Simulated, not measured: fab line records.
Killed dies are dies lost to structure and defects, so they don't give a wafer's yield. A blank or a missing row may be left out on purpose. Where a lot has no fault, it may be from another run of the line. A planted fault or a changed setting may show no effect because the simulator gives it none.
fab line records    flow sky130
[record] lots = 15  wafers = 45  last-day = 50
route steps=708 shown NWELL@60
lots that met no fault: taken from a fault-free run of the same line
start-h: the number of hours between the record's first day and the start of the first shown wafer of the lot    wait-h: how many hours have passed since the lot's step before this one    " same as the row above    L1.1+2: one row covering several wafers at once    - value missing, or start not given    * or withheld: withheld    < > ~ a bound
route shown NAME@n: names a module that has steps shown in the file, with the first one's number in the route    usual: mean/standard deviation of fault-free wafers    same: alike in all rows    chamber/n: place in a boat    sites: readings site by site    _std_site: standard deviation across them    _edge_site: the outer-site mean with the inner-site mean subtracted    radius-mm: for every site, how far away it sits from the centre of the wafer    mask NAME#n: copy n    behind: the tool/chamber that last shaped the wafer    hold: cause of the lot's hold/its duration in hours/its outcome    device: the transistor (n, p or np) that didn't switch    end of line: tests run on the same wafers once the route is complete    for a step that has no rows: nothing shown but its recipe    killed: dies that structure and defects cost at the first sort, which is not the same as the wafer's yield    map: a wafer's dies, marking killed ones x, the rest . and places with no die _
set.NAME: the setting the step ran with; set.NAME@STEP: the setting that earlier step ran with    model.NAME: the simulator's own value behind a step, which no gauge read
route steps across a sampled set of lots; one table per step, one row per wafer
services: a tool's chamber out of use, with start hour (start-h, from the record's first day; less than 0 if before it), hours out, and reason
[[steps]]
[step SKY_NWELL_EXPOSE_07]
[recipe] mask-id = NWM  na = 0.6  source-shape = conventional  sigma-outer = 0.6  polarization = unpolarized  target-cd-nm = 840  dose-mj = 255
[usual] exposure-dose-mJ-cm2 = 255.00/0.25  focus-offset-nm = 0.1/0.55
lot.wafer  tool              chamber  start-h  wait-h  mask   exposure-dose-mJ-cm2  focus-offset-nm
L679.2     iline-stepper-01  0        83.92    -       NWM#0  254.65                -0.1
L679.3     "                 0        "        "       NWM#0  254.97                0.4
L679.6     "                 0        "        "       NWM#0  255.05                0.8
L680.1     iline-stepper-02  0        90.10    -       NWM#0  255.26                -0.2
L680.5     "                 0        "        "       NWM#0  255.15                0.7
L680.6     "                 0        "        "       NWM#0  255.09                -0.4
L681.1     iline-stepper-01  0        95.10    -       NWM#0  254.87                1.0
L681.3     "                 0        "        "       NWM#0  255.10                0.6
L681.5     "                 0        "        "       NWM#0  254.98                0.3
L682.1     iline-stepper-01  0        98.50    -       NWM#0  254.94                -0.9
L682.5     "                 0        "        "       NWM#0  254.91                0.3
L682.6     "                 0        "        "       NWM#0  254.73                -0.4
L683.2     iline-stepper-01  0        106.92   -       NWM#0  255.00                -0.1
L683.4     "                 0        "        "       NWM#0  255.66                1.0
L683.6     "                 0        "        "       NWM#0  255.09                -0.2
L684.1     iline-stepper-01  0        111.65   -       NWM#0  255.26                0.4
L684.2     "                 0        "        "       NWM#0  255.02                -0.2
L684.4     "                 0        "        "       NWM#0  255.51                0.9
L685.4     iline-stepper-02  0        114.16   -       NWM#0  254.93                0.7
L685.5     "                 0        "        "       NWM#0  255.06                0.8
L685.6     "                 0        "        "       NWM#0  254.90                -0.5
L687.1     iline-stepper-01  0        130.32   -       NWM#0  254.80                1.1
L687.2     "                 0        "        "       NWM#0  254.89                1.0
L687.3     "                 0        "        "       NWM#0  255.07                -0.5
L688.1     iline-stepper-02  0        134.22   -       NWM#0  255.06                -0.7
L688.2     "                 0        "        "       NWM#0  254.77                0.9
L688.5     "                 0        "        "       NWM#0  255.03                -0.1
L689.1     iline-stepper-02  0        139.38   -       NWM#0  255.31                0.1
L689.2     "                 0        "        "       NWM#0  255.07                0.0
L689.4     "                 0        "        "       NWM#0  255.52                0.5
L691.2     iline-stepper-01  0        152.92   -       NWM#0  255.20                1.1
L691.3     "                 0        "        "       NWM#0  254.90                1.4
L691.6     "                 0        "        "       NWM#0  255.09                1.0
L698.1     iline-stepper-01  -        193.55   -       NWM#0  -                     -
L698.2     "                 -        "        "       NWM#0  -                     -
L698.6     "                 -        "        "       NWM#0  -                     -
L699.3     iline-stepper-02  -        200.84   -       NWM#0  -                     -
L699.4     "                 -        "        "       NWM#0  -                     -
L699.6     "                 -        "        "       NWM#0  -                     -
L700.2     iline-stepper-02  -        205.42   -       NWM#0  -                     -
L700.4     "                 -        "        "       NWM#0  -                     -
L700.5     "                 -        "        "       NWM#0  -                     -
L701.1     iline-stepper-01  0        211.00   -       NWM#0  255.26                -0.6
L701.3     "                 0        "        "       NWM#0  255.01                0.3
L701.4     "                 0        "        "       NWM#0  255.56                0.6
[[services]]
tool              chamber  start-h  hours  kind
iline-stepper-02  -        140.79   3.2    repair
[[key]]
[first-sign] step = SKY_NWELL_EXPOSE_07  reading = tool-record  direction = missing
effect none on later readings
met-at SKY_NWELL_EXPOSE_07
struck-lots L698,L699,L700
sort-left-out L698.1,L698.2,L698.6,L699.3,L699.4,L699.6,L700.2,L700.4,L700.5
tester-left-out L698,L699,L700
onset-between 152.92 193.55
[fault] kind = skipped-step-whole  tool = iline-stepper-01,iline-stepper-02  chamber = -  onset-h = 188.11  steps = SKY_NWELL_EXPOSE_07  scope = struck-lots-only
// tester-left-out: of these lots the tester's yield and bins aren't shown, on N5 and GAA mostly nor the transistor test; their killed dies are dies lost to structure and defects alone, not to doping, threshold or leakage, so they don't give the yield
// sort-left-out: the simulated sort isn't trusted on such a fault, so these wafers' sort isn't shown, and their yield isn't known
